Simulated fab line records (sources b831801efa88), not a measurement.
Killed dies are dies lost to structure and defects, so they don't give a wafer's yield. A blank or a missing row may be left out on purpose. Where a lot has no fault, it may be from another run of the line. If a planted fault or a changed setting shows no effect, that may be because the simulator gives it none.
A lot that was struck, set against a sound lot | flow sky130 | 32 out of 708 route steps
Sound: these wafers, L968.1, L968.2, L968.4. The struck wafers were L961.3, L961.4, L961.6. The cause comes at the end.
At each step with rows: each side's tool, then ch and its chambers, then its first start. Under that, the readings that differ: sound wafers | struck wafers | difference of the means | sigmas: that difference in standard deviations of wafers without a fault.
alike: same words and numbers on both sides, and readings whose means sit less than 2 such deviations apart. not compared: any withheld reading, any reading some wafer has no value for, any bound like >300 that may hide the same value, and any number with overlapping values for which the record gives no deviation.
The two part at a step that has a row with sigmas, a row that says differs or no value, or rows on one side only. Numbers that don't overlap but have no deviation are shown without sigmas and don't part them. A reading that every wafer of one side lacks parts them only if that side has two wafers or more.

first, 3 steps without rows for these wafers: SKY_VIA1_STRIP_17 (strips in post etch residue remover, time 1200 s); SKY_VIA1_CLEAN_18 (cleans in IPA, time 180 s); SKY_VIA1_CLEAN_19 (cleans in O3/DIW).
SKY_VIA1_SPUTTER_20: material TiN, target thk 20 nm, time 80 s.
  sound: pvd-sputter-04 at day 38 10:02; struck: pvd-sputter-04 at day 36 15:32
  alike: throttle-valve-pct
then, 1 step without rows for these wafers: SKY_VIA1_CVD_21 (deposits W, target thk 270 nm, time 80.902 s).
SKY_VIA1_RS_MEAS_22: the measuring method here is four-point-probe.
  sound: film-metro-04 at day 38 10:11; struck: film-metro-04 at day 36 15:43
  alike: VIA1_W_RS
SKY_VIA1_THK_MEAS_23: measures by xrf.
  sound: film-metro-04 at day 38 10:18; struck: film-metro-04 at day 36 15:49
  alike: VIA1_W_THK
then, 1 step without rows for these wafers: SKY_VIA1_CMP_24 (polishes, stops on SiO2, t overpolish 15 s, target thk 0 nm).
SKY_METAL2_SPUTTER_00: material Ti, target thk 15 nm, time 10 s.
  sound: pvd-sputter-01 at day 38 10:40; struck: pvd-sputter-02 at day 36 16:10
  alike: throttle-valve-pct
then, 1 step without rows for these wafers: SKY_METAL2_SPUTTER_01 (material TiN, target thk 20 nm, time 16.7 s).
SKY_METAL2_SPUTTER_02: material AlCu, target thk 250 nm, time 13.3 s.
  sound: pvd-sputter-01 at day 38 10:43; struck: pvd-sputter-02 at day 36 16:13
  alike: throttle-valve-pct
then, 1 step without rows for these wafers: SKY_METAL2_SPUTTER_03 (material Ti, target thk 5 nm, time 3.3 s).
SKY_METAL2_SPUTTER_04: material TiN, target thk 70 nm, time 58.3 s.
  sound: pvd-sputter-01 at day 38 10:45; struck: pvd-sputter-02 at day 36 16:15
  reading                                    | sound            | struck           | difference | sigmas
  model.TiN_of_METAL2_SPUTTER_04.thk-nm (nm) | 70.22 69.7 69.91 | 40.8 40.77 41.18 | -29.0      |
  alike: throttle-valve-pct
SKY_METAL2_RS_MEAS_05: the measuring method here is four-point-probe.
  sound: film-metro-02 at day 38 10:48; struck: film-metro-03 at day 36 16:20
  alike: METAL2_ALCU_RS
SKY_METAL2_THK_MEAS_06: measures by xrf.
  sound: film-metro-02 at day 38 10:55; struck: film-metro-03 at day 36 16:26
  reading              | sound       | struck      | difference | sigmas
  METAL2_ALCU_THK (nm) | 245 247 247 | 263 264 259 | +16        | +5
then, 8 steps without rows for these wafers: SKY_METAL2_DEHYDRATE_07 (time 60 s); SKY_METAL2_HMDS_08 (prime time 60 s); SKY_METAL2_COAT_09 (resist thk 60 nm); SKY_METAL2_COAT_10 (resist thk 450 nm); SKY_METAL2_SOFTBAKE_11 (time 90 s); SKY_METAL2_EXPOSE_12 (exposes mask MM2, target cd 140 nm); SKY_METAL2_PEB_13; SKY_METAL2_DEVELOP_14 (develop time 60 s).
SKY_METAL2_CD_MEAS_15 targets a cd of 140 nm.
  sound: cd-sem-02 at day 39 11:38; struck: cd-sem-02 at day 37 18:32
  alike: cd-nm
SKY_METAL2_OVL_MEAS_16:
  sound: overlay-01 at day 39 11:46; struck: overlay-02 at day 37 18:38
  alike: METAL2_OVL
then, 2 steps without rows for these wafers: SKY_METAL2_DESCUM_17 (chemistry O2, time 8 s); SKY_METAL2_ETCH_18 (etches BARC in N2/H2, stops on SiO2, time 45.9 s, target depth 60 nm).
SKY_METAL2_METAL_ETCH_19: etches the open film in Cl2/BCl3, stops on SiO2, target depth 360 nm, time 78 s.
  sound on rie-metal-01 ch 0,1, day 39 11:53; struck on rie-metal-01 ch 0,1, day 37 18:46
  reading               | sound             | struck            | difference | sigmas
  oes-product-au (a.u.) | 0.860 0.853 0.850 | 0.842 0.848 0.835 | -0.013     | -2
  alike: drypump-motor-current-A, he-backside-leak-sccm, throttle-valve-pct
  not compared: rf-hours-counter-h
SKY_METAL2_STRIP_20: strips in O2/N2.
  sound on plasma-asher-02 ch 0,1, day 39 11:59; struck on plasma-asher-04 ch 0,1, day 37 18:52
  alike: drypump-motor-current-A, oes-product-au, strip-time-to-endpoint-s
  not compared: rf-hours-counter-h
SKY_METAL2_STRIP_21: strips in post etch residue remover, time 1200 s.
  sound on wet-bench-02 ch 2, day 39 12:05; struck on wet-bench-02 ch 2, day 37 18:56
  reading                                    | sound            | struck            | difference | sigmas
  model.TiN_of_METAL2_SPUTTER_04.thk-nm (nm) | 69.8 69.28 69.49 | 40.38 40.35 40.76 | -29.03     |
  alike: bath-guard-temp-C
then, 1 step without rows for these wafers: SKY_METAL2_CLEAN_22 (cleans in IPA, time 180 s).
-- the record jumps here: 10 days lie between the struck wafers' starts before and after (it left off in module METAL2 and takes up again in module PAD_OPEN, whose first step shown is number 708 of the route) --
SKY_PAD_OPEN_PROBE_99:
  sound: prober-02 at day 49 03:49; struck: prober-01 at day 47 19:52
  reading                       | sound             | struck            | difference | sigmas
  killed-at-front-end           | 10 9 17           | 22 29 19          | +11        | +2
  model.etest.via2-chain.rc-ohm | 10.17 10.31 9.707 | 8.485 8.439 9.089 | -1.391     |
  alike: killed_at_M0_to_M3, killed_at_M4_up, killed-at-contacts, killed-at-other, killed-dies, killed-on-rim, killed-open, killed-short

## WHERE THEY PART
First at SKY_METAL2_THK_MEAS_06; last, within this record, at SKY_PAD_OPEN_PROBE_99.

WHY: whatever the simulator had introduced
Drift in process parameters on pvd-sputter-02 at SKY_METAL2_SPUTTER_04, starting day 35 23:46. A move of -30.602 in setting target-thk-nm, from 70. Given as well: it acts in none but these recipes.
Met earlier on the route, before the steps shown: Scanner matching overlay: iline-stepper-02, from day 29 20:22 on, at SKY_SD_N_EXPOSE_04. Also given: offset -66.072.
